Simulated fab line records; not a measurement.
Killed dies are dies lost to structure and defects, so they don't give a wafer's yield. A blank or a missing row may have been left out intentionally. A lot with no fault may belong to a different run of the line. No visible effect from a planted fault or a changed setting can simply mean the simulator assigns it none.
The tool behind it: which one? -- flow gf180mcu -- 6 lots, 17 wafers sampled, at 1 step of a route of 602

== WHAT THE GAUGES READ, wafer by wafer ==
GF_V3_THK_MEAS_01.
lot,measured,on,V3_CVD_00_THK (nm)
L661,day 21 19:31,filmMetro-04,589 588 589
L663,day 22 20:32,filmMetro-03,592 586 596
L665,day 23 02:45,filmMetro-01,592 596 598
L669,day 24 14:27,filmMetro-04,588 590 602
L673,day 26 02:51,filmMetro-01,597 597
L683,day 28 19:33,filmMetro-04,601 599 589

== WHAT TOOL EACH LOT RAN ON (gives the tool, then ch and the chambers of the sampled wafers, and finally the start) ==
There is no process step in the record ahead of these readings.

== THE ANSWER, worked out from the rows above alone ==
Rule: usual is defined by the lots themselves. Put in order of their means at a reading, lots are off if they are a third of the lots or fewer, leave a main group of 4 or more, and stand apart from it by a gap of 3 or more times the standard deviation of the main group's means; of several such gaps the widest counts. A main group is skipped when, at the precision printed for the reading in the tables above, its means are all equal. A lot without any number at a reading at which 4 lots or more have one is off too. Any other lot the step has rows for is counted as sound.
Across all readings shown, no lot is off: no conclusion can be drawn from this.

== WHAT THE SIMULATOR HAD INSERTED ==
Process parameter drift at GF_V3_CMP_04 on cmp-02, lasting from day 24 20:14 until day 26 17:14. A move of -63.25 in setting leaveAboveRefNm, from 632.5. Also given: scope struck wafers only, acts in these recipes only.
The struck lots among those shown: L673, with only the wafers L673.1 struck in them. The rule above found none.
